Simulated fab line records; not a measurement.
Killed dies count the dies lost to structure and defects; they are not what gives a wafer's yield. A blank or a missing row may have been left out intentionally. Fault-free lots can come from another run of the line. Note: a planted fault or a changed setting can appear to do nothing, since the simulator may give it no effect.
fab line records	flow gf180mcu
record lots=11	wafers=33	last_day=34
route steps=602 shown STI@31 DUAL_GATE@144 HV_LDD@232 CONTACT@310
lots that met no fault: taken from a fault-free run of the same line
start_h: start of the lot's first displayed wafer, in hours after the record's first day	wait_h: hours from the lot's prior step to this one	" the same as in the row above	L1.1+2: several wafers, shown together as one row	- no value present, or no start provided	* or withheld: withheld	< > ~ a bound
route shown NAME@n: names a module that has steps shown in the file, with the first one's number in the route	usual: average and standard deviation across the fault-free wafers	same: alike in all rows	chamber/n: place in a boat	sites: per-site readings	_std_site: the standard deviation of these	_edge_site: outer sites' mean less inner sites'	radius_mm: for every site, how far away it sits from the centre of the wafer	mask NAME#n: copy n	behind: the most recent tool/chamber to have shaped the wafer	hold: reason for holding the lot/hours on hold/outcome of the hold	device: names the non-switching transistor (n, p or np)	end of line: tests of these same wafers at the route's end	a step with no rows: only its recipe	killed: dies that structure and defects cost at the first sort, which is not the same as the wafer's yield	map: per-die view of a wafer (x killed, . not killed, _ where there is no die)
set.NAME: the setting that was run; set.NAME@STEP: the one run at that earlier step	model.NAME: the simulator's own value behind a step, which no gauge read
steps of the route over a sample of lots; a table a step, a row a wafer
services: the hour from which a tool's chamber was out of use, counted from the record's first day as start_h (under 0 if before that day), plus the number of hours and why
## steps
# step GF_STI_THK_MEAS_30
# recipe reads=SiO2_of_STI_OXIDATION_29
# usual STI_OXIDATION_02_THK=10.01/0.18
lot.wafer	tool	chamber	start_h	wait_h	STI_OXIDATION_02_THK[nm]
L835.3	film_metro-01	-	40.71	0.0	9.74
L835.5	"	-	"	"	9.77
L835.6	"	-	"	"	9.89
L839.2	film_metro-04	-	60.39	0.0	10.14
L839.3	"	-	"	"	10.01
L839.4	"	-	"	"	10.00
L842.1	film_metro-01	-	78.08	0.0	9.97
L842.4	"	-	"	"	10.03
L842.5	"	-	"	"	10.03
L846.1	film_metro-02	-	97.91	0.0	10.06
L846.2	"	-	"	"	10.11
L846.4	"	-	"	"	10.21
L847.2	film_metro-01	-	105.38	0.0	9.99
L847.3	"	-	"	"	10.20
L847.5	"	-	"	"	9.98
L850.1	film_metro-01	-	121.08	0.0	10.02
L850.2	"	-	"	"	10.01
L850.5	"	-	"	"	10.14
L851.2	film_metro-02	-	123.41	0.0	10.24
L851.4	"	-	"	"	10.01
L851.5	"	-	"	"	10.03
L852.2	film_metro-02	-	126.79	0.0	10.06
L852.3	"	-	"	"	9.98
L852.6	"	-	"	"	10.10
L853.2	film_metro-02	-	133.59	0.0	9.98
L853.5	"	-	"	"	9.87
L853.6	"	-	"	"	9.95
L854.1	film_metro-02	-	140.12	0.0	10.12
L854.4	"	-	"	"	9.95
L854.5	"	-	"	"	9.92
L855.1	film_metro-04	-	145.10	0.0	9.85
L855.2	"	-	"	"	9.87
L855.6	"	-	"	"	9.91
# step GF_DUAL_GATE_THK_MEAS_03
# recipe reads=SiO2_of_DUAL_GATE_OXIDATION_02
# usual DUAL_GATE_OXIDATION_00_THK=10.91/0.27
lot.wafer	tool	chamber	start_h	wait_h	DUAL_GATE_OXIDATION_00_THK[nm]
L835.3	film_metro-04	-	174.50	0.0	10.96
L835.5	"	-	"	"	10.82
L835.6	"	-	"	"	10.88
L839.2	film_metro-04	-	198.49	0.0	10.48
L839.3	"	-	"	"	10.56
L839.4	"	-	"	"	10.77
L842.1	film_metro-02	-	221.54	0.0	10.59
L842.4	"	-	"	"	10.81
L842.5	"	-	"	"	10.72
L846.1	film_metro-01	-	248.77	0.0	10.70
L846.2	"	-	"	"	10.64
L846.4	"	-	"	"	10.58
L847.2	film_metro-04	-	258.33	0.0	11.06
L847.3	"	-	"	"	11.07
L847.5	"	-	"	"	11.09
L850.1	film_metro-04	-	278.48	0.0	11.09
L850.2	"	-	"	"	10.87
L850.5	"	-	"	"	11.17
L851.2	film_metro-04	-	279.93	0.0	10.82
L851.4	"	-	"	"	10.76
L851.5	"	-	"	"	10.94
L852.2	film_metro-04	-	285.85	0.0	11.05
L852.3	"	-	"	"	10.86
L852.6	"	-	"	"	10.92
L853.2	film_metro-01	-	295.49	0.0	10.81
L853.5	"	-	"	"	10.85
L853.6	"	-	"	"	11.02
L854.1	film_metro-04	-	300.94	0.0	11.16
L854.4	"	-	"	"	11.10
L854.5	"	-	"	"	11.15
L855.1	film_metro-02	-	314.65	0.0	10.77
L855.2	"	-	"	"	10.72
L855.6	"	-	"	"	10.83
# step GF_HV_LDD_CVD_56
# recipe material=Si3N4	precursor=DCS/NH3	target_thk_nm=90	temp_c=770	time_s=1543	pressure_mtorr=250
# usual spike_tc_centre_C=770.2/1.4	spike_tc_lower_C=769.6/1.4	spike_tc_upper_C=770.8/1.2	zone_power_centre_pct=13.7/0.82	zone_power_lower_pct=12.74/0.23	zone_power_upper_pct=12.7/0.83
# same time_s=1543
lot.wafer	tool	chamber	start_h	wait_h	spike_tc_centre_C	spike_tc_lower_C	spike_tc_upper_C	zone_power_centre_pct	zone_power_lower_pct	zone_power_upper_pct
L835.3	lpcvd-01	0	291.27	0.0	771.0	767.5	768.1	13.8	12.98	12.1
L835.5	"	0	"	"	770.2	767.8	767.8	13.8	12.92	12.1
L835.6	"	0	"	"	769.1	768.2	769.7	13.7	12.54	12.0
L839.2	lpcvd-01	0	319.69	0.0	733.7	772.0	774.5	4.3	17.38	16.6
L839.3	"	0	"	"	736.3	772.2	771.7	4.3	17.52	16.7
L839.4	"	0	"	"	734.4	773.9	773.5	4.3	17.26	16.6
L842.1	lpcvd-01	1	347.93	0.1	735.4	774.0	775.4	3.9	17.13	18.3
L842.4	"	1	"	"	735.4	774.3	775.7	3.9	17.00	18.0
L842.5	"	1	"	"	736.6	773.6	776.8	3.9	16.99	18.1
L846.1	lpcvd-02	1	379.30	0.1	769.5	770.1	770.9	14.3	12.74	11.7
L846.2	"	1	"	"	769.0	768.7	771.2	14.4	12.88	11.6
L846.4	"	1	"	"	768.6	767.7	770.7	14.5	13.04	11.5
L847.2	lpcvd-02	0	395.34	0.0	769.8	772.8	772.4	14.4	12.87	13.8
L847.3	"	0	"	"	770.9	770.9	771.2	13.9	12.81	13.9
L847.5	"	0	"	"	768.7	770.1	772.4	14.3	12.86	13.7
L850.1	lpcvd-01	0	417.42	0.1	771.5	768.3	772.2	13.9	12.79	12.3
L850.2	"	0	"	"	771.6	769.2	771.0	13.6	12.94	12.3
L850.5	"	0	"	"	770.9	769.5	769.7	14.0	12.89	12.1
L851.2	lpcvd-01	0	420.21	0.0	770.9	768.1	770.0	13.7	12.79	12.2
L851.4	"	0	"	"	771.3	766.8	769.8	13.8	13.03	12.2
L851.5	"	0	"	"	773.1	768.3	768.8	13.9	12.82	12.1
L852.2	lpcvd-02	1	426.99	0.4	769.2	769.5	772.2	14.4	12.87	11.6
L852.3	"	1	"	"	768.7	768.9	770.6	14.4	12.92	11.6
L852.6	"	1	"	"	769.0	769.1	772.0	14.5	12.93	11.6
L853.2	lpcvd-02	1	437.11	0.0	768.2	770.0	771.9	14.2	12.81	11.6
L853.5	"	1	"	"	768.6	769.2	771.7	14.5	12.81	11.8
L853.6	"	1	"	"	769.2	768.4	772.9	14.7	12.70	11.8
L854.1	lpcvd-01	1	443.27	0.1	771.9	769.9	768.9	12.6	12.50	13.0
L854.4	"	1	"	"	772.1	768.5	771.6	12.3	12.47	13.1
L854.5	"	1	"	"	770.9	771.3	771.1	12.5	12.44	13.4
L855.1	lpcvd-02	1	461.77	0.1	768.5	771.2	770.5	14.3	12.81	11.7
L855.2	"	1	"	"	770.2	768.8	771.2	14.4	13.09	11.7
L855.6	"	1	"	"	770.9	768.1	771.4	14.7	13.04	11.8
# step GF_HV_LDD_THK_MEAS_57
# recipe reads=Si3N4_of_HV_LDD_CVD_56
# usual HV_LDD_CVD_56_THK=89.6/1.1
lot.wafer	tool	chamber	start_h	wait_h	hold	HV_LDD_CVD_56_THK[nm]
L835.3	film_metro-01	-	293.43	0.0	-	88.3
L835.5	"	-	"	"	-	88.7
L835.6	"	-	"	"	-	89.2
L839.2	film_metro-02	-	321.84	0.0	await_dispo/0.2h/release	66.0
L839.3	"	-	"	"	await_dispo/0.2h/release	65.0
L839.4	"	-	"	"	await_dispo/0.2h/release	65.4
L839.2	film_metro-02	-	322.07	0.2	-	66.0
L839.3	"	-	"	"	-	65.0
L839.4	"	-	"	"	-	65.4
L842.1	film_metro-02	-	349.36	0.0	await_dispo/0.2h/release	71.4
L842.4	"	-	"	"	await_dispo/0.2h/release	81.1
L842.5	"	-	"	"	await_dispo/0.2h/release	83.2
L842.1	film_metro-02	-	349.59	0.2	-	71.5
L842.4	"	-	"	"	-	81.0
L842.5	"	-	"	"	-	83.3
L846.1	film_metro-01	-	380.73	0.0	-	91.5
L846.2	"	-	"	"	-	90.9
L846.4	"	-	"	"	-	90.7
L847.2	film_metro-03	-	396.78	0.0	-	88.6
L847.3	"	-	"	"	-	89.1
L847.5	"	-	"	"	-	89.4
L850.1	film_metro-03	-	418.85	0.0	-	88.3
L850.2	"	-	"	"	-	89.5
L850.5	"	-	"	"	-	89.6
L851.2	film_metro-02	-	421.65	0.0	-	89.7
L851.4	"	-	"	"	-	88.7
L851.5	"	-	"	"	-	88.8
L852.2	film_metro-01	-	428.43	0.0	-	90.0
L852.3	"	-	"	"	-	90.5
L852.6	"	-	"	"	-	89.7
L853.2	film_metro-01	-	439.26	0.0	-	89.5
L853.5	"	-	"	"	-	90.4
L853.6	"	-	"	"	-	90.0
L854.1	film_metro-02	-	444.70	0.0	-	89.6
L854.4	"	-	"	"	-	88.9
L854.5	"	-	"	"	-	89.4
L855.1	film_metro-02	-	463.20	0.0	-	90.1
L855.2	"	-	"	"	-	90.5
L855.6	"	-	"	"	-	90.6
# step GF_HV_LDD_ETCHBACK_58
# recipe chemistry=CH3F/O2	target=Si3N4	stop_on=SiO2	source_w=400	bias_w=80	pressure_mtorr=25	ch3f_flow_sccm=40	O2_flow_sccm=30	time_s=100	target_depth_a=900
# usual drypump_motor_current_A=5.7/0.31	oes_product_au=0.841/0.007	throttle_valve_pct=10.561/0.0092
# same time_s=100
lot.wafer	tool	chamber	start_h	wait_h	hold	drypump_motor_current_A	oes_product_au	rf_hours_counter_h	throttle_valve_pct
L835.3	rie_diel-04	1	293.47	0.0	-	5.9	0.836	5	10.558
L835.5	"	2	"	"	-	5.9	0.838	-	10.563
L835.6	"	1	"	"	-	5.9	0.852	-	10.554
L839.2	rie_diel-01	3	324.87	2.8	await_dispo/2.8h/release	5.5	0.717	105	10.548
L839.3	"	0	"	"	await_dispo/2.8h/release	5.8	0.708	35	10.532
L839.4	"	1	"	"	await_dispo/2.8h/release	5.4	0.718	1	10.536
L842.1	rie_diel-03	3	351.62	2.0	await_dispo/2.0h/release	5.5	0.750	19	10.564
L842.4	"	2	"	"	await_dispo/2.0h/release	5.9	0.795	93	10.560
L842.5	"	1	"	"	await_dispo/2.0h/release	5.5	0.808	-	10.569
L846.1	rie_diel-01	3	380.79	0.1	-	5.5	0.844	106	10.568
L846.2	"	1	"	"	-	5.5	0.845	3	10.570
L846.4	"	2	"	"	-	5.8	0.846	57	10.559
L847.2	rie_diel-03	3	396.83	0.0	-	5.5	0.835	20	10.570
L847.3	"	0	"	"	-	5.8	0.829	19	10.564
L847.5	"	3	"	"	-	5.5	0.842	-	10.563
L850.1	rie_diel-01	3	418.91	0.1	-	5.5	0.829	107	10.561
L850.2	"	0	"	"	-	5.8	0.836	38	10.561
L850.5	"	2	"	"	-	5.9	0.829	-	10.558
L851.2	rie_diel-01	1	421.70	0.0	-	5.4	0.852	4	10.552
L851.4	"	0	"	"	-	5.8	0.840	-	10.568
L851.5	"	1	"	"	-	5.4	0.836	-	10.558
L852.2	rie_diel-01	1	428.48	0.0	-	5.5	0.848	4	10.560
L852.3	"	0	"	"	-	5.8	0.843	38	10.558
L852.6	"	1	"	"	-	5.5	0.844	-	10.555
L853.2	rie_diel-03	3	439.31	0.0	-	5.5	0.849	21	10.575
L853.5	"	2	"	"	-	5.9	0.840	-	10.574
L853.6	"	1	"	"	-	5.4	0.838	-	10.567
L854.1	rie_diel-03	1	444.76	0.1	-	5.5	0.840	54	10.570
L854.4	"	2	"	"	-	5.9	0.837	96	10.561
L854.5	"	2	"	"	-	5.9	0.839	-	10.565
L855.1	rie_diel-04	2	463.26	0.1	-	6.0	0.837	19	10.542
L855.2	"	3	"	"	-	4.9	0.843	9	10.565
L855.6	"	2	"	"	-	5.9	0.842	-	10.578
# step GF_CONTACT_SPUTTER_23
# recipe material=TiN	target_thk_nm=10	chamber_pressure_pa=5	power_w=4000	time_s=40
# usual throttle_valve_pct=30.1/0.72
# same time_s=40
lot.wafer	tool	chamber	start_h	wait_h	throttle_valve_pct
L835.3	pvd_sputter-01	-	380.95	0.0	31.0
L835.5	"	-	"	"	30.6
L835.6	"	-	"	"	29.6
L839.2	pvd_sputter-02	-	414.02	0.0	29.1
L839.3	"	-	"	"	29.5
L839.4	"	-	"	"	28.9
L842.1	pvd_sputter-04	-	447.01	0.0	30.5
L842.4	"	-	"	"	30.3
L842.5	"	-	"	"	30.7
L846.1	pvd_sputter-01	-	479.80	0.0	30.6
L846.2	"	-	"	"	31.0
L846.4	"	-	"	"	29.1
L847.2	pvd_sputter-04	-	496.87	0.0	29.7
L847.3	"	-	"	"	30.3
L847.5	"	-	"	"	30.0
L850.1	pvd_sputter-04	-	517.30	0.0	29.8
L850.2	"	-	"	"	30.6
L850.5	"	-	"	"	30.2
L851.2	pvd_sputter-01	-	526.71	0.0	30.9
L851.4	"	-	"	"	29.2
L851.5	"	-	"	"	30.7
L852.2	pvd_sputter-04	-	526.88	0.0	30.8
L852.3	"	-	"	"	30.1
L852.6	"	-	"	"	29.8
L853.2	pvd_sputter-04	-	536.84	0.0	29.7
L853.5	"	-	"	"	29.8
L853.6	"	-	"	"	30.7
L854.1	pvd_sputter-04	-	542.71	0.0	30.6
L854.4	"	-	"	"	29.8
L854.5	"	-	"	"	29.5
L855.1	pvd_sputter-01	-	559.66	0.0	30.8
L855.2	"	-	"	"	30.9
L855.6	"	-	"	"	30.9
## services
tool	chamber	start_h	hours	kind
rie_diel-01	0	293.67	4.9	repair
rie_diel-04	2	295.16	2.6	repair
rie_diel-04	-	297.22	1.0	repair
rie_diel-03	1	299.78	3.6	repair
pvd_sputter-01	-	308.08	3.1	repair
rie_diel-04	-	317.34	14.6	pm
pvd_sputter-01	-	334.14	5.7	repair
rie_diel-04	2	339.60	9.0	repair
rie_diel-03	1	375.84	3.9	repair
rie_diel-01	0	403.79	1.5	repair
rie_diel-01	3	420.74	-	clean
rie_diel-01	3	420.74	30.5	scheduled_down
rie_diel-01	3	420.74	30.5	vent_cycle
pvd_sputter-01	1	431.72	-	consumable_replace:kit
pvd_sputter-02	-	450.80	2.4	repair
rie_diel-01	-	458.32	2.4	repair
rie_diel-04	0	462.20	14.9	repair
rie_diel-04	1	465.66	10.1	repair
lpcvd-02	-	470.80	6.2	repair
lpcvd-02	-	479.78	1.4	repair
rie_diel-03	0	508.05	3.4	repair
lpcvd-01	-	510.77	4.3	pm
rie_diel-04	0	542.15	24.5	repair
rie_diel-04	-	546.18	1.2	repair
## key
first_sign step=GF_HV_LDD_CVD_56	reading=spike_tc_centre_C	direction=down	sigmas=25	usual=770.2	struck=735.3
effect step=GF_HV_LDD_CVD_56	reading=zone_power_lower_pct	direction=up	sigmas=19	usual=12.74	struck=17.21
effect step=GF_HV_LDD_THK_MEAS_57	reading=visit	direction=added
effect step=GF_HV_LDD_THK_MEAS_57	reading=HV_LDD_CVD_56_THK	direction=down	sigmas=16	usual=89.6	struck=72.0
effect step=GF_HV_LDD_ETCHBACK_58	reading=oes_product_au	direction=down	sigmas=13	usual=0.841	struck=0.749
met_at GF_HV_LDD_CVD_56
struck_lots L839,L842
tester_left_out L839,L842
not_acting_at GF_STI_THK_MEAS_30,GF_DUAL_GATE_THK_MEAS_03,GF_CONTACT_SPUTTER_23
onset_between 291.27 319.69
fault kind=process_parameter_drift	tool=lpcvd-01	chamber=-	onset_h=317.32	steps=GF_HV_LDD_CVD_56	channel=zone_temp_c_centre	offset=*	shape=step	end_h=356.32
# tester_left_out: of these lots the tester's yield and bins aren't shown, on N5 and GAA mostly nor the transistor test; their killed dies are dies lost to structure and defects alone, not to doping, threshold or leakage, so they don't give the yield
